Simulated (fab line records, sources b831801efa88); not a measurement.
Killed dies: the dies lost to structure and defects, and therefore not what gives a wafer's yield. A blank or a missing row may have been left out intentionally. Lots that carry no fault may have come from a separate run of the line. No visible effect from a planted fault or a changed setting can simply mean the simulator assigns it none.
Which tool did it? -- flow gf180mcu -- 39 wafers from 13 lots sampled at 3 of the route's 602 steps

## WHAT THE GAUGES SHOWED, per wafer
GF_PSD_TW_MEAS_11.
lot,measured,on,PSD_TW
L123,day 14 12:16,film-metro-03,3183 3185 3177
L124,day 14 21:34,film-metro-01,3239 3216 3226
L125,day 15 00:07,film-metro-02,3149 3144 3139
L127,day 15 11:46,film-metro-01,3240 3223 3215
L126,day 15 17:19,film-metro-03,3199 3213 3223
L129,day 16 07:29,film-metro-01,3224 3225 3222
L130,day 17 02:44,film-metro-03,3172 3189 3191
L132,day 17 19:32,film-metro-01,3244 3243 3232
L133,day 18 00:31,film-metro-03,3213 3203 3202
L134,day 18 13:04,film-metro-02,3159 3164 3144
L135,day 19 05:55,film-metro-01,3232 3228 3208
L137,day 19 21:48,film-metro-01,3219 3202 3211
L136,day 20 00:52,film-metro-02,3162 3163 3171

GF_M3_CD_MEAS_14 targets a cd of 280 nm.
lot,measured,on,cd-nm (nm)
L123,day 21 13:16,cd-sem-01,280.6 281.1 280.0
L124,day 22 00:16,cd-sem-02,279.5 278.7 278.0
L125,day 22 05:05,cd-sem-01,281.8 281.9 280.9
L127,day 22 17:16,cd-sem-01,278.4 278.8 279.3
L126,day 22 23:19,cd-sem-01,278.8 279.4 278.6
L129,day 23 14:16,cd-sem-01,279.5 277.7 278.1
L130,day 24 09:38,cd-sem-02,281.0 280.3 279.6
L132,day 25 00:02,cd-sem-02,280.6 278.7 279.6
L133,day 25 04:25,cd-sem-02,279.5 278.9 279.6
L134,day 25 16:25,cd-sem-02,279.0 279.1 279.9
L135,day 26 06:59,cd-sem-02,280.8 278.8 279.4
L137,day 26 20:41,cd-sem-01,281.7 266.3 281.4
L136,day 26 23:22,cd-sem-01,267.5 279.5 279.8

## TOOL THAT RAN EACH LOT (tool first, then ch and the chambers of the sampled wafers, then the start)
lot,GF_M3_EXPOSE_11
L123,"krf-scanner-02 ch 0, day 21 01:58"
L124,"krf-scanner-01 ch 0, day 21 12:29"
L125,"krf-scanner-02 ch 0, day 21 17:25"
L127,"krf-scanner-02 ch 0, day 22 05:38"
L126,"krf-scanner-01 ch 0, day 22 11:38"
L129,"krf-scanner-02 ch 0, day 23 02:55"
L130,"krf-scanner-01 ch 0, day 23 22:25"
L132,"krf-scanner-02 ch 0, day 24 12:26"
L133,"krf-scanner-02 ch 0, day 24 18:07"
L134,"krf-scanner-01 ch 0, day 25 05:59"
L135,"krf-scanner-01 ch 0, day 25 21:08"
L137,"krf-scanner-02 ch 0, day 26 10:21"
L136,"krf-scanner-02 ch 0, day 26 12:58"
- GF_M3_EXPOSE_11: exposes mask Metal3, target cd 280 nm.

## WHAT THE TOOLS THEMSELVES READ (means of the sampled wafers that have a number; where no wafer has one, the mark that the record gives instead)
GF_M3_EXPOSE_11.
lot,tool,focus-offset-nm (nm)
L123,krf-scanner-02,0.4
L124,krf-scanner-01,0.3
L125,krf-scanner-02,0.5
L127,krf-scanner-02,0.3
L126,krf-scanner-01,0.6
L129,krf-scanner-02,0.1
L130,krf-scanner-01,-0.6
L132,krf-scanner-02,0.1
L133,krf-scanner-02,-0.3
L134,krf-scanner-01,0.1
L135,krf-scanner-01,0.1
L137,krf-scanner-02,0.5
L136,krf-scanner-02,-0.2

## THE ANSWER, worked out from the rows above alone
Rule: what is usual is taken from the lots themselves. The widest of any qualifying gaps counts: lots, ordered by their means at a reading, are off when they make up no more than a third of the lots, leave a main group of 4 or more, and stand apart from it by 3 or more times the standard deviation of that group's means. The tables above print the reading to a certain number of digits; a main group whose means all agree to those digits is not used. Also off: a lot with no number at a reading for which 4 or more lots have one. Where the step has rows for the other lots, those lots are counted as sound. Order of review: gauges by route order, followed by the tools' own readings, for which a lot's mean as printed above is used. The first step at which some lot is off is used, and at that step the reading that is off furthest; a lot without a number counts as furthest.
Nothing can be told from this: no lot is off at any reading shown.

## WHAT WAS PUT IN BY THE SIMULATOR
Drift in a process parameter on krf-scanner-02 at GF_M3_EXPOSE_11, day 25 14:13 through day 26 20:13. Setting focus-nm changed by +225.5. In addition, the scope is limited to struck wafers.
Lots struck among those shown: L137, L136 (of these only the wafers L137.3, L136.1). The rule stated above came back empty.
